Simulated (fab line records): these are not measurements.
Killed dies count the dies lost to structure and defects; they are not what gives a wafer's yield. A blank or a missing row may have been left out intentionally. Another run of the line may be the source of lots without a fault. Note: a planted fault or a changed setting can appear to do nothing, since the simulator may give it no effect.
8D (eight disciplines) problem report, filled in by code ; flow sky130 ; the parts of the form that need people (team, actions taken, sign-off) are left out

== 1. WHAT WENT WRONG ==
Wafers free of any fault read 566 nm (standard deviation 4.8) for CONTACT_HDPCVD_THK at SKY_CONTACT_THK_MEAS_03, against a mean of 466 nm on 4 wafers of 3 lots. Measured from the usual mean, that is -21 standard deviations.
First observed at day 36 03:27: wafer L146.1, on filmMetro-04. At this step, 44 wafers from 15 lots have a number in the record. The rule behind "out" and "out of limits": a value lying over 4 standard deviations away from the usual mean. The other wafers with a number count as sound.

== 2. WHAT IT IS AND WHAT IT IS NOT ==
question;is;is not
which readings at this step;CONTACT_HDPCVD_THK;-
which lots;L146, L147, L148;L130, L131, L132, L134, L135, L136, L137, L139, L142, L143, L144, L145
which wafers of those lots;L146.1, L147.1, L147.4, L148.4;L146.3, L147.6, L148.2, L148.6
read on which gauges;filmMetro-01, filmMetro-02, filmMetro-04;-
when;from day 36 03:27;"up to then (37 sound wafers); but 3 sound wafers of L147, L148 came after"

== 3. WHAT RULES OUT EACH SUSPECT ==
Counting: if a tool at a process step up to the reading ran every lot that is out, it stays a suspect. Sound lots after the first of them don't rule it out here, since some wafers of a struck lot are sound.
- ruled out: the gauge at SKY_CONTACT_THK_MEAS_03. Those wafers that are out were read across 3 gauges (filmMetro-01, filmMetro-02, filmMetro-04).
- hdpcvd-02 at SKY_CONTACT_HDPCVD_02 (deposits SiO2, target thk 565 nm, time 94.2 s): kept. It ran every lot that is out, first L146 (day 36 03:23); its last sound lot up to then is L144 (day 35 03:44). Out on those wafers are its own readings of runLengthS.
After counting, what remains is hdpcvd-02 at SKY_CONTACT_HDPCVD_02.

== 4. THE CAUSE (what the simulator had put in) ==
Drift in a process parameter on hdpcvd-02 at SKY_CONTACT_HDPCVD_02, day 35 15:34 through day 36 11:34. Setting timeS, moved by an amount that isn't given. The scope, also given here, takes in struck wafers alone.
Only this tool survived the counting.

== 5. SEQUENCE OF EFFECTS, ordered by route ==
Rows list readings where the struck wafers' mean (over those with a number) sits beyond 3 standard deviations from the usual. Only readings for which the record gives a usual standard deviation are gone through. hours: the time from each lot's start at the first step in this table that gives one to its start at this step, as a median over the lots. sigmas: the change in usual standard deviations.
hours;step;reading;usual;on struck wafers;change;sigmas
0;SKY_CONTACT_HDPCVD_02;runLengthS;122.0 s;105.6;-16.4;-21
0;SKY_CONTACT_THK_MEAS_03;CONTACT_HDPCVD_THK;566 nm;466;-100;-21
2;SKY_CONTACT_CMP_04;timeToEndpointS;80 s;43;-37;-8.9
The process steps in it:
- SKY_CONTACT_HDPCVD_02: deposits SiO2, target thk 565 nm, time 94.2 s.
- SKY_CONTACT_CMP_04: polishes SiO2.

== 6. HOW IT WOULD HAVE BEEN CAUGHT EARLIER ==
In this record the first reading out of limits at a measuring or inspecting step was taken at day 36 03:27, 12 hours after the fault began at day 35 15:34.
At SKY_CONTACT_HDPCVD_02, the tool's own readings (runLengthS) were out on each struck wafer the step has a row for, so an alarm limit on them would have fired on the first such wafer.
Lots out: 3; of these, L147, L148 started SKY_CONTACT_HDPCVD_02 on hdpcvd-02 after day 36 03:27. A hold on the tool at that time would have spared those 2.
